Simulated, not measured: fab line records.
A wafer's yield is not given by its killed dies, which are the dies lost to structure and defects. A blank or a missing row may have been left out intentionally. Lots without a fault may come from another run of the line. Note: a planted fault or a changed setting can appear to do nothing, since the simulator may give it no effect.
fab line records    flow gf180mcu
[record] lots = 14  wafers = 42  last_day = 34
route steps=602 shown DNWELL@39 POLY_GATE@158 SALICIDE@282 M1@318
lots that met no fault: from a run of the same line without faults
start_h: hours from the record's first day to the start of the lot's first wafer shown    wait_h: hours from the lot's prior step to this one    " unchanged from the row above    L1.1+2: several wafers, shown together as one row    - no value, or no start given    * or withheld: withheld    < > ~ a bound
route shown NAME@n: NAME is a module with steps in the file, n the number in the route of the first one    usual: mean and standard deviation over wafers with no fault    same: alike in all rows    chamber/n: place in a boat    sites: readings site by site    _std_site: the values' standard deviation    _edge_site: mean of outer sites minus mean of inner sites    radius_mm: how far each site lies from the wafer's centre    mask NAME#n: copy n    behind: the last tool/chamber to shape the wafer    hold: what put the lot on hold/how long, in hours/how the hold closed    device: names the non-switching transistor (n, p or np)    end of line: at the end of the route, the tests of the same wafers    a step with no rows: only its recipe    killed: the dies lost at the first sort to structure and to defects; this is not the yield of the wafer    map: dies across one wafer; x = killed, . = not, _ = none there
set.NAME: the setting as run; set.NAME@STEP: as run at that earlier step    model.NAME: the simulator's own value behind a step, which no gauge read
route steps across a sampled set of lots; one table per step, one row per wafer
services: from which hour (start_h, from the record's first day; less than 0 if before it) a tool's chamber was out of use, for how many hours, and why
[[steps]]
[step GF_DNWELL_IMPLANT_07]
[recipe] species = P  energy_kev = 1500  dose_cm2 = 1e+13  tilt_deg = 0
[usual] beam_energy_keV = 1500.1/0.47  beam_on_s = 10.00/0.18
[same] implant_ion_amu = 31
lot.wafer  tool          chamber  start_h  wait_h  beam_energy_keV  beam_on_s
L953.1     implanter-04  0        45.36    -       1499.5           9.76
L953.3     "             0        "        "       1499.6           10.24
L953.5     "             0        "        "       1499.9           9.57
L954.2     implanter-01  0        48.69    -       1500.5           10.04
L954.3     "             0        "        "       1499.8           9.95
L954.6     "             0        "        "       1500.5           10.31
L956.2     implanter-04  0        58.19    -       1500.6           9.96
L956.3     "             0        "        "       1499.9           10.12
L956.5     "             0        "        "       1499.7           10.11
L957.1     implanter-01  0        67.36    -       1500.7           9.91
L957.2     "             0        "        "       1500.4           10.02
L957.5     "             0        "        "       1500.4           9.89
L958.3     implanter-02  0        70.06    -       1500.7           10.08
L958.5     "             0        "        "       1499.9           10.05
L958.6     "             0        "        "       1499.5           9.98
L966.3     implanter-01  0        113.50   -       1323.5           9.93
L966.5     "             0        "        "       1323.4           9.98
L966.6     "             0        "        "       1323.2           10.30
L967.2     implanter-01  0        122.68   -       1322.1           10.07
L967.4     "             0        "        "       1321.8           9.72
L967.5     "             0        "        "       1322.2           10.16
L968.2     implanter-02  0        122.94   -       1500.2           10.06
L968.4     "             0        "        "       1500.3           9.89
L968.6     "             0        "        "       1500.2           10.11
L970.2     implanter-04  0        136.38   -       1499.6           9.98
L970.3     "             0        "        "       1500.1           9.92
L970.4     "             0        "        "       1499.4           10.02
L969.1     implanter-02  0        136.71   -       1499.6           9.74
L969.2     "             0        "        "       1499.5           9.95
L969.3     "             0        "        "       1499.3           10.16
L971.3     implanter-02  0        147.16   -       1500.1           9.90
L971.5     "             0        "        "       1500.0           9.96
L971.6     "             0        "        "       1499.6           9.77
L974.1     implanter-04  0        155.21   -       1499.9           9.90
L974.3     "             0        "        "       1500.5           10.21
L974.5     "             0        "        "       1500.7           10.04
L973.1     implanter-02  0        155.56   -       1500.3           10.19
L973.3     "             0        "        "       1500.1           10.17
L973.5     "             0        "        "       1500.4           9.83
L975.1     implanter-04  0        164.11   -       1500.2           10.13
L975.3     "             0        "        "       1500.6           10.10
L975.5     "             0        "        "       1501.1           9.78
[step GF_POLY_GATE_THK_MEAS_01]
[recipe] reads = poly-Si_of_POLY_GATE_CVD_00
[usual] POLY_GATE_CVD_00_THK = 200.3/2
lot.wafer  tool           chamber  start_h  wait_h  POLY_GATE_CVD_00_THK[nm]
L953.1     film_metro-03  -        182.55   0.0     203.6
L953.3     "              -        "        "       202.4
L953.5     "              -        "        "       203.6
L954.2     film_metro-04  -        189.92   0.0     198.8
L954.3     "              -        "        "       196.9
L954.6     "              -        "        "       196.9
L956.2     film_metro-03  -        197.42   0.0     201.3
L956.3     "              -        "        "       201.9
L956.5     "              -        "        "       201.0
L957.1     film_metro-01  -        210.37   0.0     198.6
L957.2     "              -        "        "       199.8
L957.5     "              -        "        "       197.1
L958.3     film_metro-01  -        214.51   0.0     200.6
L958.5     "              -        "        "       200.3
L958.6     "              -        "        "       200.9
L966.3     film_metro-01  -        274.94   0.0     198.2
L966.5     "              -        "        "       197.3
L966.6     "              -        "        "       199.5
L968.2     film_metro-01  -        290.26   0.0     201.0
L968.4     "              -        "        "       199.3
L968.6     "              -        "        "       199.0
L967.2     film_metro-04  -        290.28   0.0     198.2
L967.4     "              -        "        "       197.8
L967.5     "              -        "        "       199.3
L970.2     film_metro-03  -        301.08   0.0     202.1
L970.3     "              -        "        "       202.6
L970.4     "              -        "        "       203.1
L969.1     film_metro-03  -        302.73   0.0     198.6
L969.2     "              -        "        "       199.1
L969.3     "              -        "        "       198.7
L971.3     film_metro-01  -        314.42   0.0     201.5
L971.5     "              -        "        "       200.3
L971.6     "              -        "        "       201.3
L974.1     film_metro-04  -        324.04   0.0     198.3
L974.3     "              -        "        "       198.7
L974.5     "              -        "        "       200.1
L973.1     film_metro-04  -        327.63   0.0     199.9
L973.3     "              -        "        "       199.4
L973.5     "              -        "        "       198.4
L975.1     film_metro-03  -        339.87   0.0     199.2
L975.3     "              -        "        "       198.3
L975.5     "              -        "        "       201.3
[step GF_SALICIDE_RS_MEAS_04]
[recipe] thk_meas_gauge = four-point-probe  reads = TiN_of_SALICIDE_SPUTTER_03+Co_of_SALICIDE_SPUTTER_02
[usual] SALICIDE_TIN_RS = 16.3/0.31
lot.wafer  tool           chamber  start_h  wait_h  SALICIDE_TIN_RS[ohm/sq]
L953.1     film_metro-03  -        347.60   0.0     16.4
L953.3     "              -        "        "       16.0
L953.5     "              -        "        "       16.4
L954.2     film_metro-03  -        351.67   0.0     16.1
L954.3     "              -        "        "       16.5
L954.6     "              -        "        "       15.9
L956.2     film_metro-04  -        359.89   0.0     15.9
L956.3     "              -        "        "       15.9
L956.5     "              -        "        "       16.0
L957.1     film_metro-01  -        376.37   0.0     16.1
L957.2     "              -        "        "       16.4
L957.5     "              -        "        "       16.3
L958.3     film_metro-04  -        383.05   0.1     16.3
L958.5     "              -        "        "       16.0
L958.6     "              -        "        "       16.3
L966.3     film_metro-03  -        461.15   0.1     16.4
L966.5     "              -        "        "       15.9
L966.6     "              -        "        "       16.5
L968.2     film_metro-03  -        477.33   0.0     15.6
L968.4     "              -        "        "       15.9
L968.6     "              -        "        "       15.7
L967.2     film_metro-01  -        478.93   0.0     16.7
L967.4     "              -        "        "       16.6
L967.5     "              -        "        "       16.5
L970.2     film_metro-03  -        492.68   0.0     16.6
L970.3     "              -        "        "       16.6
L970.4     "              -        "        "       16.5
L969.1     film_metro-04  -        495.10   0.0     16.0
L969.2     "              -        "        "       16.4
L969.3     "              -        "        "       16.5
L971.3     film_metro-01  -        505.48   0.1     15.9
L971.5     "              -        "        "       16.4
L971.6     "              -        "        "       15.9
L974.1     film_metro-04  -        517.11   0.0     16.2
L974.3     "              -        "        "       15.9
L974.5     "              -        "        "       16.0
L973.1     film_metro-03  -        520.59   0.0     16.5
L973.3     "              -        "        "       16.7
L973.5     "              -        "        "       16.4
L975.1     film_metro-03  -        532.15   0.0     16.5
L975.3     "              -        "        "       15.9
L975.5     "              -        "        "       16.4
[step GF_M1_SPUTTER_03]
[recipe] material = Ti  target_thk_nm = 10  substrate_temp_c = 300  chamber_pressure_pa = 0.3  power_w = 3000  time_s = 6.7
[usual] substrate_temp_c = 299.99/0.2  throttle_valve_pct = 29.6/0.91
lot.wafer  tool            chamber  start_h  wait_h  substrate_temp_c  throttle_valve_pct
L953.1     pvd_sputter-02  -        372.17   0.0     300.17            28.4
L953.3     "               -        "        "       299.87            30.9
L953.5     "               -        "        "       299.99            29.0
L954.2     pvd_sputter-04  -        376.55   0.0     300.14            29.7
L954.3     "               -        "        "       299.76            28.1
L954.6     "               -        "        "       299.93            28.2
L956.2     pvd_sputter-02  -        385.49   0.0     299.79            31.3
L956.3     "               -        "        "       300.40            30.6
L956.5     "               -        "        "       299.91            31.4
L957.1     pvd_sputter-02  -        401.72   0.0     299.86            30.9
L957.2     "               -        "        "       300.30            28.4
L957.5     "               -        "        "       299.79            28.2
L958.3     pvd_sputter-02  -        409.06   0.0     300.45            28.4
L958.5     "               -        "        "       299.91            28.4
L958.6     "               -        "        "       300.11            30.3
L966.3     pvd_sputter-02  -        487.43   0.0     300.19            28.6
L966.5     "               -        "        "       299.82            30.6
L966.6     "               -        "        "       299.69            31.0
L968.2     pvd_sputter-03  -        503.26   0.0     299.85            29.8
L968.4     "               -        "        "       300.03            29.8
L968.6     "               -        "        "       299.77            29.7
L967.2     pvd_sputter-03  -        504.31   0.0     300.18            28.6
L967.4     "               -        "        "       300.33            30.1
L967.5     "               -        "        "       300.20            29.6
L970.2     pvd_sputter-03  -        518.36   0.0     299.99            29.7
L970.3     "               -        "        "       300.14            30.0
L970.4     "               -        "        "       300.07            29.8
L969.1     pvd_sputter-03  -        520.90   0.0     299.96            28.8
L969.2     "               -        "        "       300.46            29.8
L969.3     "               -        "        "       300.11            30.0
L971.3     pvd_sputter-03  -        531.11   0.0     299.72            30.0
L971.5     "               -        "        "       299.96            29.7
L971.6     "               -        "        "       300.11            29.8
L974.1     pvd_sputter-02  -        542.57   0.0     300.19            28.6
L974.3     "               -        "        "       299.88            31.6
L974.5     "               -        "        "       300.01            30.7
L973.1     pvd_sputter-04  -        544.93   0.0     299.92            29.7
L973.3     "               -        "        "       299.89            28.8
L973.5     "               -        "        "       299.71            29.5
L975.1     pvd_sputter-03  -        556.31   0.0     300.17            30.1
L975.3     "               -        "        "       300.16            29.7
L975.5     "               -        "        "       299.93            30.0
[[services]]
tool            chamber  start_h  hours  kind
pvd_sputter-02  -        29.28    5.6    repair
pvd_sputter-02  -        83.15    3.3    repair
pvd_sputter-03  -        85.83    7.3    repair
pvd_sputter-02  -        91.41    0.6    repair
pvd_sputter-03  -        101.87   9.4    repair
implanter-02    -        103.45   4.2    pm
implanter-01    -        168.63   4.6    repair
implanter-01    -        173.23   9.7    pm
implanter-02    -        174.87   1.5    repair
implanter-02    -        188.33   2.6    pm
pvd_sputter-03  -        199.76   1.9    repair
pvd_sputter-03  -        215.33   1.5    repair
implanter-04    -        231.58   6.2    repair
implanter-04    -        231.78   3.1    repair
implanter-04    -        240.25   3.9    pm
implanter-04    -        324.32   30.0   pm
pvd_sputter-03  -        338.98   12.2   repair
implanter-01    -        353.02   8.9    repair
implanter-04    -        354.35   2.5    pm
pvd_sputter-02  -        373.88   3.1    repair
pvd_sputter-02  -        373.91   8.9    repair
pvd_sputter-03  -        426.14   1.5    repair
implanter-02    -        449.40   1.5    repair
pvd_sputter-02  -        531.79   3.8    repair
[[key]]
[first_sign] step = GF_DNWELL_IMPLANT_07  reading = beam_energy_keV  direction = down  sigmas = 99+  usual = 1500.1  struck = 1322.7
effect none on later readings
met_at GF_DNWELL_IMPLANT_07
struck_lots L966,L967
tester_left_out L966,L967
not_acting_at GF_POLY_GATE_THK_MEAS_01,GF_SALICIDE_RS_MEAS_04,GF_M1_SPUTTER_03
onset_between 67.36 113.50
[fault] kind = process_parameter_drift  tool = implanter-01  chamber = -  onset_h = 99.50  steps = GF_DNWELL_IMPLANT_07  channel = energy_kev  offset = -177.02  shape = step  end_h = 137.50  acts_in = these_recipes_only  stated = 1500
// tester_left_out: of these lots the tester's yield and bins aren't shown, on N5 and GAA mostly nor the transistor test; their killed dies are dies lost to structure and defects alone, not to doping, threshold or leakage, so they don't give the yield
